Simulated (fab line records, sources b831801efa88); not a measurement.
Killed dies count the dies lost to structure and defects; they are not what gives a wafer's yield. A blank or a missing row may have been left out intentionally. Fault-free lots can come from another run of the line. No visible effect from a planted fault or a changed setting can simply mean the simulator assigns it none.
A lot that was struck, set against a sound lot + flow gf180mcu + 14 out of 602 route steps
Sound: these wafers, L806.2, L806.4, L806.6. Wafers L812.2, L812.3, L812.4 were the ones struck. The cause comes at the end.
Order at every step that has rows: each side's tool, ch and its chambers, its first start. Under that, the readings that differ: sound wafers + struck wafers + difference of the means + sigmas: that difference in standard deviations of wafers without a fault.
alike: readings with means less than 2 such deviations apart, plus words and numbers identical on both sides. not compared: withheld readings, readings lacking a value on some wafer, bounds such as >300 that could conceal the same value, and numbers that have no deviation in the record and whose values overlap.
Wherever a step has rows on one side only, a row that says differs or no value, or a row with sigmas, the two part there. When numbers do not overlap yet have no deviation, they are printed without sigmas and do not part them. A reading missing from all wafers of one side parts the sides only when that side holds two or more wafers.

GF_V1_STRIP_18: strips in O2/N2.
  sound on plasma_asher-01 ch 0,1, day 18 18:29; struck on plasma_asher-02 ch 0,1, day 21 08:26
  alike: drypump_motor_current_A, heater_power_w, n2_flow_sccm, o2_flow_sccm, oes_product_au
  not compared: rf_hours_counter_h
then, 3 steps without rows for these wafers: GF_V1_STRIP_19 (strips in post etch residue remover, time 1200 s); GF_V1_CLEAN_20 (cleans in DIW); GF_V1_SPUTTER_21 (material Ti, target thk 15 nm, time 80.02 s).
GF_V1_SPUTTER_22: material TiN, target thk 10 nm, time 40 s.
  struck on pvd_sputter-04, day 21 09:04; sound on pvd_sputter-03, day 18 19:05
  alike: cathode_dc_power_W, chamber_pressure_pa, throttle_valve_pct
then, 1 step without rows for these wafers: GF_V1_CVD_23 (deposits W, target thk 350 nm, time 105.05 s).
GF_V1_RS_MEAS_24: a four-point-probe measurement.
  struck on film_metro-03, day 21 09:14; sound on film_metro-01, day 18 19:16
  alike: V1_W_RS
GF_V1_THK_MEAS_25: measures by xrf.
  struck on film_metro-03, day 21 09:21; sound on film_metro-01, day 18 19:22
| reading       | sound       | struck      | difference | sigmas |
|---------------|-------------|-------------|------------|--------|
| V1_W_THK (nm) | 338 343 340 | 357 354 355 | +15        | +3     |
GF_V1_CMP_26: polishes, stops on SiO2, t overpolish 15 s, target thk 0 nm.
  sound on cmp-01 ch 1,2,3, day 18 19:31; struck on cmp-01 ch 0,1,3, day 21 09:24
  alike: motor_current_A, overpolish_run_s, time_to_endpoint_s
GF_M2_SPUTTER_00: material Ti, target thk 37.5 nm, time 150 s.
  struck on pvd_sputter-04, day 21 09:42; sound on pvd_sputter-04, day 18 19:43
  alike: cathode_dc_power_W, chamber_pressure_pa, throttle_valve_pct
then, 2 steps without rows for these wafers: GF_M2_SPUTTER_01 (material TiN, target thk 30 nm, time 25 s); GF_M2_SPUTTER_02 (material AlCu, target thk 450 nm, time 23.9 s).
GF_M2_SPUTTER_03: material Ti, target thk 10 nm, time 6.7 s.
  struck on pvd_sputter-04, day 21 09:52; sound on pvd_sputter-04, day 18 19:53
  no value came back on the struck wafers for cathode_dc_power_W (W), chamber_pressure_pa (Pa), throttle_valve_pct (%); on the sound wafers cathode_dc_power_W (W) reads 3000.6 3001.1 2999.8
GF_M2_SPUTTER_04: material TiN, target thk 50 nm, time 41.7 s.
  struck on pvd_sputter-04, day 21 09:53; sound on pvd_sputter-04, day 18 19:54
| reading                | sound                | struck               | difference | sigmas |
|------------------------|----------------------|----------------------|------------|--------|
| cathode_dc_power_W (W) | 6501.2 6502.1 6500.2 | 6498.9 6498.6 6498.1 | -2.6       | -3     |
  alike: chamber_pressure_pa, throttle_valve_pct

WHERE THEY PART
At GF_V1_THK_MEAS_25 first; at GF_M2_SPUTTER_04 last (within this record only).

WHY: what the simulator had put in
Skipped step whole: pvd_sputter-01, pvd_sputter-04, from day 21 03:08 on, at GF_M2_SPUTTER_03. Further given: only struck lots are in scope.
